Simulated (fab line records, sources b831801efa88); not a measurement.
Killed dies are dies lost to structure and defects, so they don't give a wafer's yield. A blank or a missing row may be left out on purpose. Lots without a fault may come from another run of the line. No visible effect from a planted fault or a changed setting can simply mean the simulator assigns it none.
Chamber matching    flow sky130    SKY_CONTACT_ETCH_17 on rie diel-03: 4 sister chambers
The step etches SiO2 in C4F8/O2/Ar, stops on Si3N4, target depth 340 nm. 7 wafers are shown with their chamber, then 7 later ones without.

## WAFERS, EACH WITH ITS CHAMBER
wafer   chamber  bias w (W)  oes product au (a.u.)
L343.4  3        1203        0.889
L354.4  2        1202        0.888
L353.3  1        1200        0.894
L353.5  1        1199        0.899
L353.6  0        1207        0.884
L358.2  2        1203        0.892
L358.3  0        1204        0.896

## WAFERS WITHOUT THEIR CHAMBER
wafer   bias w (W)  oes product au (a.u.)
L358.4  1200        0.882
L364.2  1201        0.895
L364.4  1196        0.894
L364.5  1198        0.895
L366.3  1203        0.894
L366.5  1201        0.898
L366.6  1203        0.887

## WHICH CHAMBER EACH ONE RAN IN
wafer    from the rows above                 in truth
L358.4   can't be placed: 2 or 3 or 1 or 0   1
L364.2   can't be placed: 1 or 2 or 3        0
L364.4   1                                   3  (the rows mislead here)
L364.5   1                                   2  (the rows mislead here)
L366.3   can't be placed: 2 or 3 or 0 or 1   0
L366.5   can't be placed: 1 or 2 or 3        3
L366.6   can't be placed: 3 or 2 or 0        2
Correctly placed: 0 of 7. From these rows, 5 cannot be placed; in 4 the true chamber is one of the candidates. Placed wrongly: 2.
How it was worked out, from the rows above alone: a wafer's distance from a chamber is the root of the sum, over the readings, of the square of ((its reading less the chamber's mean) divided by the reading's scatter). The wafer belongs to the nearest chamber; if the next one is less than 2 further off, it can't be placed. The mean given for a chamber averages the wafers shown for that chamber. The scatter: the root of (the sum of the squares of (reading less its chamber's mean) over the shown wafers, divided by (wafers less chambers)).
